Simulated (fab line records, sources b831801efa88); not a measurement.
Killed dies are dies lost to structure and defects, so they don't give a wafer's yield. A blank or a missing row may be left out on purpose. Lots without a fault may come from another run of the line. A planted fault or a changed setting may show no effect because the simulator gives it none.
Chamber matching | flow sky130 | SKY_VIA4_CMP_21 on cmp-02: 4 sister chambers
The step polishes, stops on SiO2, t overpolish 25 s, target thk 0 nm. 8 wafers are shown with their chamber, then 7 later ones without.

WAFERS WITH THEIR CHAMBER
wafer  | chamber | motor_current_A (A) | time_to_endpoint_s (s)
L117.4 | 2       | 10.3                | 128
L119.1 | 1       | 11.4                | 123
L119.5 | 0       | 11.4                | 120
L122.1 | 3       | 12.2                | 125
L122.2 | 1       | 11.5                | 123
L122.6 | 2       | 9.7                 | 127
L123.2 | 3       | 12.6                | 124
L123.3 | 0       | 11.0                | 121

WAFERS WITHOUT THEIR CHAMBER
wafer  | motor_current_A (A) | time_to_endpoint_s (s)
L123.5 | 11.3                | 121
L126.1 | 10.5                | 122
L126.2 | 11.4                | 128
L126.5 | 9.4                 | 130
L127.2 | 11.7                | 128
L127.4 | 11.1                | 119
L127.5 | 11.5                | 128

WHICH CHAMBER EACH WENT THROUGH
wafer  | from the rows above     | in truth
L123.5 | 0                       | 0
L126.1 | can't be placed: 0 or 1 | 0
L126.2 | can't be placed: 2 or 3 | 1
L126.5 | 2                       | 2
L127.2 | can't be placed: 2 or 3 | 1
L127.4 | 0                       | 0
L127.5 | can't be placed: 2 or 3 | 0
Placed correctly: 3 of 7. Can't be placed from these rows: 4 (the true chamber is among the candidates in 1). Placed wrongly: 0.
How it was worked out, from the rows above alone: a wafer's distance from a chamber is the root of the sum, over the readings, of the square of ((its reading less the chamber's mean) divided by the reading's scatter). The wafer belongs to the nearest chamber; if the next one is less than 2 further off, it can't be placed. A chamber's mean is the mean of its shown wafers. The scatter: the root of (the sum of the squares of (reading less its chamber's mean) over the shown wafers, divided by (wafers less chambers)).
